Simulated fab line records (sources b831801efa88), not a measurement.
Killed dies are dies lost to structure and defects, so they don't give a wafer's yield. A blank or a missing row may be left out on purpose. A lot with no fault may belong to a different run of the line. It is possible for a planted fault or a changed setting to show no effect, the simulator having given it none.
Split-lot experiment || flow sky130 || route with 708 steps; 5 lots, 23 wafers read

== SPLIT DETAILS ==
At SKY_VT_ADJUST_HVTR_COAT_02 (resist thk 1140 nm), the setting resistThkNm was moved away from the recipe's 1140 nm on 8 of the 23 wafers read, by -5.2% to -2.0%. All remaining wafers had this setting at the recipe value.

The reading comes from the split's own step.

== THE READING ==
NOVOLAK_of_VT_ADJUST_HVTR_COAT_02.thkNm (the simulator's own value, which no gauge read), in nm, at SKY_VT_ADJUST_HVTR_COAT_02 (resist thk 1140 nm). There is no usual value for it anywhere in the file. Here, 15 wafers ran the recipe; their average is 1139 nm with a standard deviation of 3.1 nm.

{"wafer": "L076.1", "tool, chamber at the split": "lithoTrack-04, 0", "resistThkNm as run, nm": 1140, "against the recipe": "recipe", "NOVOLAK_of_VT_ADJUST_HVTR_COAT_02.thkNm, nm": 1139, "against lot-mates on the recipe": "-"}
{"wafer": "L076.2", "tool, chamber at the split": "lithoTrack-04, 0", "resistThkNm as run, nm": 1140, "against the recipe": "recipe", "NOVOLAK_of_VT_ADJUST_HVTR_COAT_02.thkNm, nm": 1137, "against lot-mates on the recipe": "-"}
{"wafer": "L076.6", "tool, chamber at the split": "lithoTrack-04, 0", "resistThkNm as run, nm": 1140, "against the recipe": "recipe", "NOVOLAK_of_VT_ADJUST_HVTR_COAT_02.thkNm, nm": 1137, "against lot-mates on the recipe": "-"}
{"wafer": "L076.3", "tool, chamber at the split": "lithoTrack-04, 0", "resistThkNm as run, nm": 1140, "against the recipe": "recipe", "NOVOLAK_of_VT_ADJUST_HVTR_COAT_02.thkNm, nm": 1134, "against lot-mates on the recipe": "-"}
{"wafer": "L076.5", "tool, chamber at the split": "lithoTrack-04, 0", "resistThkNm as run, nm": 1140, "against the recipe": "recipe", "NOVOLAK_of_VT_ADJUST_HVTR_COAT_02.thkNm, nm": 1135, "against lot-mates on the recipe": "-"}
{"wafer": "L080.1", "tool, chamber at the split": "lithoTrack-01, 0", "resistThkNm as run, nm": 1081, "against the recipe": "-5.2%", "NOVOLAK_of_VT_ADJUST_HVTR_COAT_02.thkNm, nm": 1083, "against lot-mates on the recipe": -58}
{"wafer": "L080.5", "tool, chamber at the split": "lithoTrack-01, 0", "resistThkNm as run, nm": 1081, "against the recipe": "-5.2%", "NOVOLAK_of_VT_ADJUST_HVTR_COAT_02.thkNm, nm": 1083, "against lot-mates on the recipe": -58}
{"wafer": "L080.3", "tool, chamber at the split": "lithoTrack-01, 0", "resistThkNm as run, nm": 1140, "against the recipe": "recipe", "NOVOLAK_of_VT_ADJUST_HVTR_COAT_02.thkNm, nm": 1140, "against lot-mates on the recipe": "-"}
{"wafer": "L080.4", "tool, chamber at the split": "lithoTrack-01, 0", "resistThkNm as run, nm": 1140, "against the recipe": "recipe", "NOVOLAK_of_VT_ADJUST_HVTR_COAT_02.thkNm, nm": 1143, "against lot-mates on the recipe": "-"}
{"wafer": "L080.6", "tool, chamber at the split": "lithoTrack-01, 0", "resistThkNm as run, nm": 1081, "against the recipe": "-5.2%", "NOVOLAK_of_VT_ADJUST_HVTR_COAT_02.thkNm, nm": 1085, "against lot-mates on the recipe": -56}
{"wafer": "L082.1", "tool, chamber at the split": "lithoTrack-01, 0", "resistThkNm as run, nm": 1100, "against the recipe": "-3.5%", "NOVOLAK_of_VT_ADJUST_HVTR_COAT_02.thkNm, nm": 1103, "against lot-mates on the recipe": -38}
{"wafer": "L082.5", "tool, chamber at the split": "lithoTrack-01, 0", "resistThkNm as run, nm": 1100, "against the recipe": "-3.5%", "NOVOLAK_of_VT_ADJUST_HVTR_COAT_02.thkNm, nm": 1103, "against lot-mates on the recipe": -38}
{"wafer": "L082.2", "tool, chamber at the split": "lithoTrack-01, 0", "resistThkNm as run, nm": 1140, "against the recipe": "recipe", "NOVOLAK_of_VT_ADJUST_HVTR_COAT_02.thkNm, nm": 1142, "against lot-mates on the recipe": "-"}
{"wafer": "L082.3", "tool, chamber at the split": "lithoTrack-01, 0", "resistThkNm as run, nm": 1140, "against the recipe": "recipe", "NOVOLAK_of_VT_ADJUST_HVTR_COAT_02.thkNm, nm": 1139, "against lot-mates on the recipe": "-"}
{"wafer": "L082.6", "tool, chamber at the split": "lithoTrack-01, 0", "resistThkNm as run, nm": 1100, "against the recipe": "-3.5%", "NOVOLAK_of_VT_ADJUST_HVTR_COAT_02.thkNm, nm": 1104, "against lot-mates on the recipe": -36}
{"wafer": "L083.4", "tool, chamber at the split": "lithoTrack-04, 0", "resistThkNm as run, nm": 1140, "against the recipe": "recipe", "NOVOLAK_of_VT_ADJUST_HVTR_COAT_02.thkNm, nm": 1143, "against lot-mates on the recipe": "-"}
{"wafer": "L083.5", "tool, chamber at the split": "lithoTrack-04, 0", "resistThkNm as run, nm": 1140, "against the recipe": "recipe", "NOVOLAK_of_VT_ADJUST_HVTR_COAT_02.thkNm, nm": 1138, "against lot-mates on the recipe": "-"}
{"wafer": "L083.6", "tool, chamber at the split": "lithoTrack-04, 0", "resistThkNm as run, nm": 1140, "against the recipe": "recipe", "NOVOLAK_of_VT_ADJUST_HVTR_COAT_02.thkNm, nm": 1145, "against lot-mates on the recipe": "-"}
{"wafer": "L085.2", "tool, chamber at the split": "lithoTrack-02, 0", "resistThkNm as run, nm": 1140, "against the recipe": "recipe", "NOVOLAK_of_VT_ADJUST_HVTR_COAT_02.thkNm, nm": 1138, "against lot-mates on the recipe": "-"}
{"wafer": "L085.3", "tool, chamber at the split": "lithoTrack-02, 0", "resistThkNm as run, nm": 1140, "against the recipe": "recipe", "NOVOLAK_of_VT_ADJUST_HVTR_COAT_02.thkNm, nm": 1137, "against lot-mates on the recipe": "-"}
{"wafer": "L085.4", "tool, chamber at the split": "lithoTrack-02, 0", "resistThkNm as run, nm": 1117, "against the recipe": "-2.0%", "NOVOLAK_of_VT_ADJUST_HVTR_COAT_02.thkNm, nm": 1113, "against lot-mates on the recipe": -24}
{"wafer": "L085.5", "tool, chamber at the split": "lithoTrack-02, 0", "resistThkNm as run, nm": 1117, "against the recipe": "-2.0%", "NOVOLAK_of_VT_ADJUST_HVTR_COAT_02.thkNm, nm": 1113, "against lot-mates on the recipe": -24}
{"wafer": "L085.6", "tool, chamber at the split": "lithoTrack-02, 0", "resistThkNm as run, nm": 1140, "against the recipe": "recipe", "NOVOLAK_of_VT_ADJUST_HVTR_COAT_02.thkNm, nm": 1135, "against lot-mates on the recipe": "-"}

THE FIT
A straight line over all 23 wafers: NOVOLAK_of_VT_ADJUST_HVTR_COAT_02.thkNm changes by +10.6 nm for each +1% of resistThkNm; r = +0.99; the points scatter about the line by 3.1 nm.
The same after taking each lot's own level away (the mean of its wafers on the recipe; 23 wafers): +11 nm for each +1%; r = +1.00; scatter 1.8 nm.
On that fit, the largest move of resistThkNm shifts the reading by 57 nm.
From 1136.4 to 1142.0 nm: that is the span of the lots' own levels, equal to 1.8 times the standard deviation above.
Hence the lot-to-lot level has little effect on the slope; both slopes agree.
Check: with one of the wafers moved furthest among these (-5.2%) left out of the fit, the line predicts -56.7 nm for it against its lot-mates. Against them it came out at -58.5 nm.

== OTHER SPLITS APPLIED TO THESE WAFERS ==
Before the reading, these wafers also passed through other splits. Each is held against what the fit with the lots' levels taken away leaves over:
{"other split on the same wafers": "SKY_VT_ADJUST_NCORE_DEVELOP_06 developTimeS", "wafers away from the commonest value": 9, "r with NOVOLAK_of_VT_ADJUST_HVTR_COAT_02.thkNm (lot level and that fit taken away)": "+0.03"}

== THE WHOLE CHAIN: every reading that the file lists as answering this split, in the file's order ==
{"step": "SKY_VT_ADJUST_HVTR_COAT_02", "what it does": "resist thk 1140 nm", "reading": "NOVOLAK_of_VT_ADJUST_HVTR_COAT_02.thkNm (the simulator's own value, which no gauge read)", "change (the file's fit)": "+11 nm for each +1% of the setting", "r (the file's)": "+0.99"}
{"step": "SKY_VT_ADJUST_HVTR_STRIP_10", "what it does": "strips in O2/N2", "reading": "stripTimeToEndpointS", "change (the file's fit)": "withheld for each +1% of the setting, in a fit together with powerW@VT_ADJUST_HVTR_STRIP_10", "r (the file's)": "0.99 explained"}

== FILE'S OWN FIT ==
NOVOLAK_of_VT_ADJUST_HVTR_COAT_02.thkNm changes by +11 nm for each +1% of resistThkNm, r = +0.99.
